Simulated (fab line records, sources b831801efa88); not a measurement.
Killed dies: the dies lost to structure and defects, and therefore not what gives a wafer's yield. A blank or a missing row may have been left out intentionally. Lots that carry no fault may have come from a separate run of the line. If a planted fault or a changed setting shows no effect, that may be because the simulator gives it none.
fab line records | flow gf180mcu
record lots=10 wafers=30 last-day=34
route steps=602 shown LVPWELL@64 NSD@244 M3@411 TOP_METAL@582
lots that met no fault: taken from a fault-free run of the same line
start-h: hours from the record's first day to the start of the lot's first wafer shown | wait-h: hours from the lot's prior step to this one | " same as the row above | L1.1+2: a single row standing in for several wafers | - no value, or no start given | * or withheld: withheld | < > ~ a bound
route shown NAME@n: a module of which the file shows steps, and the number in the route of the first | usual: the fault-free wafers' mean and standard deviation | same: alike in all rows | chamber/n: place in a boat | sites: the reading at each site | _std_site: standard deviation of those values | _edge_site: mean of outer sites minus mean of inner sites | radius-mm: for every site, how far away it sits from the centre of the wafer | mask NAME#n: copy n | behind: tool/chamber where the wafer was last shaped | hold: cause of the lot's hold/its duration in hours/its outcome | device: whichever transistor did not switch (one of n, p or np) | end of line: the route-end tests of the same wafers | step lacking rows: just its recipe | killed: dies that structure and defects cost at the first sort, which is not the same as the wafer's yield | map: a wafer's dies, marking killed ones x, the rest . and places with no die _
set.NAME: the setting the step ran with; set.NAME@STEP: the setting that earlier step ran with | model.NAME: the simulator's own value behind a step, which no gauge read
the route's steps for a sample of lots (tables are steps, rows are wafers)
services: the hour from which a tool's chamber was out of use, counted from the record's first day as start-h (under 0 if before that day), plus the number of hours and why
## steps
# step GF_LVPWELL_STRIP_10
# recipe chemistry=O2/N2 power-w=1400 pressure-mtorr=1500 platen-temp-c=250 o2-flow-sccm=3000 n2-flow-sccm=300 overash-fraction=0.5
# usual drypump-motor-current-A=5.8/0.51 heater-power-w=347/26 oes-product-au=0.722/0.0046 strip-time-to-endpoint-s=36.94/0.12
# columns lot.wafer tool chamber start-h wait-h drypump-motor-current-A heater-power-w oes-product-au rf-hours-counter-h strip-time-to-endpoint-s
L113.2 plasma-asher-02 0 79.32 0.1 6.6 360 0.726 44 37.04
L113.3 " 0 " " 6.6 363 0.725 - 36.99
L113.4 " 1 " " 5.7 337 0.716 - 37.01
L114.1 plasma-asher-01 0 81.48 0.1 5.1 290 0.728 40 37.01
L114.4 " 1 " " 5.4 372 0.724 - 37.05
L114.6 " 0 " " 5.1 291 0.725 - 37.02
L115.2 plasma-asher-02 1 85.78 0.1 5.7 334 0.728 45 36.75
L115.4 " 1 " " 5.7 332 0.719 - 36.79
L115.5 " 0 " " 6.6 359 0.719 - 36.82
L116.4 plasma-asher-03 0 90.61 0.1 5.5 348 0.719 - 36.78
L116.5 " 1 " " 6.1 374 0.721 - 36.79
L116.6 " 0 " " 5.5 345 0.720 - 36.91
L117.3 plasma-asher-03 1 95.91 0.1 6.1 376 0.720 - 36.94
L117.4 " 0 " " 5.4 344 0.721 - 36.89
L117.5 " 1 " " 6.1 372 0.734 - 36.91
L125.2 plasma-asher-01 1 142.28 0.1 5.4 376 0.725 46 37.08
L125.4 " 1 " " 5.4 374 0.721 - 36.97
L125.6 " 0 " " 5.1 294 0.723 - 37.05
L127.2 plasma-asher-02 1 151.27 0.1 5.7 327 0.729 4 36.78
L127.5 " 0 " " 6.6 369 0.730 - 36.68
L127.6 " 1 " " 5.7 333 0.720 - 36.79
L133.2 plasma-asher-01 1 186.37 0.1 5.4 363 0.726 51 37.11
L133.4 " 1 " " 5.4 377 0.726 - 37.07
L133.6 " 1 " " 5.4 376 0.717 - 37.06
L134.1 plasma-asher-03 1 191.13 0.1 6.1 378 0.718 53 37.00
L134.2 " 0 " " 5.5 344 0.723 53 36.83
L134.5 " 0 " " 5.5 342 0.721 - 36.87
L135.1 plasma-asher-02 1 197.02 0.1 5.7 344 0.721 8 36.94
L135.3 " 1 " " 5.7 331 0.716 - 36.88
L135.6 " 0 " " 6.6 358 0.722 - 36.93
# step GF_NSD_IMPLANT_09
# recipe species=As energy-kev=60 dose-cm2=4e+15 tilt-deg=7
# usual beam-on-s=17.1/1.5 dose-ions-cm2=3.999e+15/4e+12 end-station-pressure-torr=1.41e-05/1.3e-06 faraday-current-uA=12883/1000
# same implant-ion-amu=75
# columns lot.wafer tool chamber start-h wait-h beam-on-s dose-ions-cm2 end-station-pressure-torr faraday-current-uA
L113.2 implanter-02 0 308.22 0.0 17.6 4e+15 1.46e-05 12461
L113.3 " 0 " " 17.0 4e+15 1.26e-05 12917
L113.4 " 0 " " 17.2 3.998e+15 1.46e-05 12687
L114.1 implanter-02 0 316.11 0.0 16.5 3.998e+15 1.26e-05 13142
L114.4 " 0 " " 17.0 4.001e+15 1.35e-05 12867
L114.6 " 0 " " 17.2 3.995e+15 1.41e-05 12778
L115.2 implanter-02 0 320.77 0.0 9.7 3.98e+14 6.4e-06 2286
L115.4 " 0 " " 10.3 3.98e+14 6.7e-06 2165
L115.5 " 0 " " 9.9 4e+14 7.3e-06 2249
L116.4 implanter-02 0 325.92 0.1 9.7 4.04e+14 6.8e-06 2284
L116.5 " 0 " " 9.9 3.97e+14 6.7e-06 2255
L116.6 " 0 " " 10.1 4.04e+14 6.3e-06 2210
L117.3 implanter-03 0 333.65 0.1 16.4 3.995e+15 1.43e-05 13182
L117.4 " 0 " " 15.6 4.003e+15 1.37e-05 13973
L117.5 " 0 " " 16.2 4.003e+15 1.61e-05 13375
L125.2 implanter-03 0 402.42 0.0 15.7 3.996e+15 1.39e-05 13906
L125.4 " 0 " " 15.9 3.994e+15 1.53e-05 13739
L125.6 " 0 " " 15.7 3.998e+15 1.48e-05 13904
L127.2 implanter-04 0 418.07 0.0 18.6 3.995e+15 1.36e-05 11762
L127.5 " 0 " " 18.4 4.002e+15 1.27e-05 11835
L127.6 " 0 " " 18.6 4e+15 1.37e-05 11754
L133.2 implanter-03 0 469.72 0.0 15.6 4.003e+15 1.61e-05 13957
L133.4 " 0 " " 15.9 4.002e+15 1.51e-05 13654
L133.6 " 0 " " 16.0 4.002e+15 1.52e-05 13581
L134.1 implanter-04 0 475.15 0.0 19.0 3.998e+15 1.3e-05 11527
L134.2 " 0 " " 18.9 4.002e+15 1.19e-05 11607
L134.5 " 0 " " 18.6 4.001e+15 1.31e-05 11751
L135.1 implanter-02 0 483.55 0.0 17.6 3.991e+15 1.32e-05 12447
L135.3 " 0 " " 16.8 4.001e+15 1.45e-05 12967
L135.6 " 0 " " 17.0 3.998e+15 1.27e-05 12833
# step GF_NSD_STRIP_11
# recipe chemistry=O2/N2 power-w=1400 pressure-mtorr=1500 platen-temp-c=250 o2-flow-sccm=3000 n2-flow-sccm=300 overash-fraction=0.5
# usual drypump-motor-current-A=5.5/0.6 heater-power-w=355/18 oes-product-au=0.488/0.0047 strip-time-to-endpoint-s=22.98/0.036
# columns lot.wafer tool chamber start-h wait-h drypump-motor-current-A heater-power-w oes-product-au rf-hours-counter-h strip-time-to-endpoint-s
L113.2 plasma-asher-04 0 308.50 0.1 4.9 338 0.485 53 22.92
L113.3 " 0 " " 4.9 329 0.489 - 22.91
L113.4 " 1 " " 5.1 388 0.488 - 22.92
L114.1 plasma-asher-04 0 316.41 0.1 4.9 343 0.489 53 22.99
L114.4 " 1 " " 5.0 375 0.480 - 22.97
L114.6 " 1 " " 5.1 385 0.496 - 22.96
L115.2 plasma-asher-02 1 321.05 0.1 5.7 335 0.607 22 15.85
L115.4 " 0 " " 6.6 362 0.601 - 15.84
L115.5 " 0 " " 6.6 372 0.600 - 15.83
L116.4 plasma-asher-02 1 326.18 0.1 5.7 343 0.601 - 15.81
L116.5 " 1 " " 5.7 337 0.597 - 15.87
L116.6 " 0 " " 6.6 362 0.602 - 15.86
L117.3 plasma-asher-03 0 333.93 0.1 5.4 341 0.485 - 23.07
L117.4 " 1 " " 6.1 367 0.491 - 23.08
L117.5 " 0 " " 5.4 344 0.486 - 23.03
L125.2 plasma-asher-04 1 402.70 0.1 5.1 375 0.479 60 22.96
L125.4 " 0 " " 4.9 339 0.484 - 22.95
L125.6 " 1 " " 5.1 377 0.491 - 22.97
L127.2 plasma-asher-03 0 418.35 0.1 5.5 347 0.490 75 22.98
L127.5 " 1 " " 6.1 367 0.485 - 23.00
L127.6 " 0 " " 5.5 343 0.490 - 23.04
L133.2 plasma-asher-04 0 470.00 0.1 4.9 332 0.484 68 23.01
L133.4 " 1 " " 5.1 365 0.482 - 23.00
L133.6 " 1 " " 5.1 383 0.492 - 23.02
L134.1 plasma-asher-04 0 475.45 0.1 4.9 331 0.484 68 22.94
L134.2 " 1 " " 5.1 384 0.491 68 22.96
L134.5 " 0 " " 4.9 342 0.481 - 22.96
L135.1 plasma-asher-03 0 483.85 0.1 5.5 347 0.485 82 22.97
L135.3 " 1 " " 6.1 374 0.486 - 22.99
L135.6 " 0 " " 5.5 352 0.489 - 22.94
# step GF_NSD_TW_MEAS_12
# usual NSD_TW=4293/25
# columns lot.wafer tool chamber start-h wait-h NSD_TW
L113.2 film-metro-02 - 308.61 0.1 4307
L113.3 " - " " 4308
L113.4 " - " " 4276
L114.1 film-metro-02 - 316.51 0.1 4320
L114.4 " - " " 4344
L114.6 " - " " 4342
L115.2 film-metro-02 - 321.16 0.1 3940
L115.4 " - " " 3922
L115.5 " - " " 3939
L116.4 film-metro-04 - 326.28 0.1 3882
L116.5 " - " " 3917
L116.6 " - " " 3903
L117.3 film-metro-03 - 334.02 0.1 4300
L117.4 " - " " 4277
L117.5 " - " " 4284
L125.2 film-metro-04 - 402.81 0.1 4295
L125.4 " - " " 4305
L125.6 " - " " 4306
L127.2 film-metro-02 - 418.46 0.1 4299
L127.5 " - " " 4301
L127.6 " - " " 4290
L133.2 film-metro-03 - 470.11 0.1 4270
L133.4 " - " " 4252
L133.6 " - " " 4250
L134.1 film-metro-04 - 475.55 0.1 4289
L134.2 " - " " 4270
L134.5 " - " " 4294
L135.1 film-metro-02 - 483.95 0.1 4300
L135.3 " - " " 4309
L135.6 " - " " 4323
# step GF_PSD_RS_MEAS_14
# recipe thk-meas-gauge=four-point-probe
# usual NSD_RS=46.06/0.081
# columns lot.wafer tool chamber start-h wait-h NSD_RS[ohm/sq]
L113.2 film-metro-02 - 329.96 0.1 45.96
L113.3 " - " " 45.99
L113.4 " - " " 46.07
L114.1 film-metro-02 - 338.54 0.1 46.05
L114.4 " - " " 46.18
L114.6 " - " " 46.12
L115.2 film-metro-02 - 342.50 0.1 95.34
L115.4 " - " " 95.04
L115.5 " - " " 94.86
L116.4 film-metro-02 - 347.64 0.1 95.89
L116.5 " - " " 94.52
L116.6 " - " " 94.72
L117.3 film-metro-03 - 355.87 0.1 45.92
L117.4 " - " " 46.06
L117.5 " - " " 46.00
L125.2 film-metro-04 - 426.11 0.1 46.12
L125.4 " - " " 46.12
L125.6 " - " " 46.14
L127.2 film-metro-04 - 443.46 0.1 46.24
L127.5 " - " " 46.16
L127.6 " - " " 46.11
L133.2 film-metro-02 - 494.96 0.1 46.03
L133.4 " - " " 46.10
L133.6 " - " " 46.06
L134.1 film-metro-04 - 499.93 0.1 46.16
L134.2 " - " " 46.08
L134.5 " - " " 46.10
L135.1 film-metro-03 - 507.74 0.1 46.02
L135.3 " - " " 45.99
L135.6 " - " " 46.07
# step GF_M3_SPUTTER_02
# recipe material=AlCu target-thk-nm=450 power-w=10600 time-s=23.9 chamber-pressure-pa=0.4
# usual cathode-dc-power-W=10600/2.1 throttle-valve-pct=30.1/1.1
# same time-s=23.9
# columns lot.wafer tool chamber start-h wait-h cathode-dc-power-W throttle-valve-pct
L113.2 pvd-sputter-01 - 478.64 0.0 10600 30.0
L113.3 " - " " 10602 31.4
L113.4 " - " " 10596 30.1
L114.1 pvd-sputter-03 - 487.25 0.0 10600 28.7
L114.4 " - " " 10598 30.2
L114.6 " - " " 10601 30.8
L115.2 pvd-sputter-04 - 492.53 0.0 10600 31.2
L115.4 " - " " 10602 30.5
L115.5 " - " " 10598 30.6
L116.4 pvd-sputter-03 - 498.78 0.0 10605 30.5
L116.5 " - " " 10599 30.5
L116.6 " - " " 10602 30.3
L117.3 pvd-sputter-01 - 507.46 0.0 10595 31.2
L117.4 " - " " 10600 29.9
L117.5 " - " " 10600 30.1
L125.2 pvd-sputter-04 - 573.92 0.0 10600 31.3
L125.4 " - " " 10600 31.0
L125.6 " - " " 10599 31.1
L127.2 pvd-sputter-01 - 591.98 0.0 10602 29.8
L127.5 " - " " 10602 30.3
L127.6 " - " " 10601 30.0
L133.2 pvd-sputter-03 - 636.14 0.0 10598 30.4
L133.4 " - " " 10597 30.3
L133.6 " - " " 10602 30.5
L134.1 pvd-sputter-04 - 638.75 0.0 10602 27.5
L134.2 " - " " 10600 31.3
L134.5 " - " " 10598 27.8
L135.1 pvd-sputter-04 - 647.62 0.0 10606 27.5
L135.3 " - " " 10599 30.9
L135.6 " - " " 10604 27.7
# step GF_TOP_METAL_OVL_MEAS_15
# usual TOP_METAL_OVL=-0.6/1.3
# columns lot.wafer tool chamber start-h wait-h TOP_METAL_OVL[nm]
L113.2 overlay-01 - 662.96 0.1 -1.1
L113.3 " - " " -1.8
L113.4 " - " " -2.5
L114.1 overlay-02 - 671.06 0.1 -0.6
L114.4 " - " " -1.4
L114.6 " - " " -1.4
L115.2 overlay-01 - 674.50 0.1 -0.8
L115.4 " - " " -0.8
L115.5 " - " " -1.0
L116.4 overlay-01 - 680.53 0.1 -1.5
L116.5 " - " " -1.0
L116.6 " - " " 1.4
L117.3 overlay-01 - 686.42 0.1 1.1
L117.4 " - " " 0.6
L117.5 " - " " 0.1
L125.2 overlay-01 - 740.82 0.1 0.6
L125.4 " - " " -0.1
L125.6 " - " " 1.1
L127.2 overlay-02 - 757.25 0.1 -1.9
L127.5 " - " " -0.1
L127.6 " - " " 0.2
L133.2 overlay-02 - 788.12 0.1 -2.0
L133.4 " - " " -0.7
L133.6 " - " " -1.3
L134.1 overlay-01 - 790.26 0.1 0.3
L134.2 " - " " 2.3
L134.5 " - " " 0.1
L135.1 overlay-02 - 796.86 0.1 -1.7
L135.3 " - " " 0.0
L135.6 " - " " -1.1
## services
# columns tool chamber start-h hours kind
implanter-02 - 57.98 5.2 pm
plasma-asher-03 - 62.94 5.7 repair
plasma-asher-03 - 68.79 0.4 repair
plasma-asher-03 - 81.40 6.4 repair
implanter-02 - 90.17 23.6 pm
plasma-asher-02 - 108.75 9.0 pm
plasma-asher-02 - 159.38 2.8 pm
plasma-asher-04 - 161.70 2.4 repair
implanter-02 - 194.12 8.4 repair
implanter-02 - 202.51 10.5 pm
plasma-asher-03 - 214.96 1.5 repair
implanter-02 - 217.61 0.6 repair
plasma-asher-04 - 282.96 1.8 repair
plasma-asher-04 - 292.25 0.9 repair
plasma-asher-03 - 315.11 2.8 pm
plasma-asher-03 - 317.86 15.5 pm
plasma-asher-04 - 320.57 25.7 pm
implanter-02 - 328.38 2.0 repair
plasma-asher-03 - 357.45 2.6 repair
implanter-02 - 453.70 1.3 repair
implanter-02 - 494.17 1.8 repair
implanter-02 - 516.41 5.3 repair
plasma-asher-02 - 617.51 28.1 pm
plasma-asher-03 - 617.92 4.5 repair
## key
first-sign step=GF_NSD_IMPLANT_09 reading=dose-ions-cm2 direction=down sigmas=99+ usual=3.999e+15 struck=4e+14
effect step=GF_NSD_IMPLANT_09 reading=faraday-current-uA direction=down sigmas=10 usual=12883 struck=2241
effect step=GF_NSD_STRIP_11 reading=strip-time-to-endpoint-s direction=down sigmas=99+ usual=* struck=*
effect step=GF_NSD_TW_MEAS_12 reading=NSD_TW direction=down sigmas=15 usual=4293 struck=3917
effect step=GF_PSD_RS_MEAS_14 reading=NSD_RS direction=up sigmas=99+ usual=46.06 struck=95.06
met-at GF_NSD_IMPLANT_09
struck-lots L115,L116
tester-left-out L115,L116
not-acting-at GF_LVPWELL_STRIP_10,GF_M3_SPUTTER_02,GF_TOP_METAL_OVL_MEAS_15
onset-between 316.11 320.77
fault kind=process-parameter-drift tool=implanter-02 chamber=- onset-h=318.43 steps=GF_NSD_IMPLANT_09 channel=dose-cm2 offset=-3.6e+15 shape=step end-h=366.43 acts-in=these-recipes-only stated=4e+15
# tester-left-out: of these lots the tester's yield and bins aren't shown, on N5 and GAA mostly nor the transistor test; their killed dies are dies lost to structure and defects alone, not to doping, threshold or leakage, so they don't give the yield
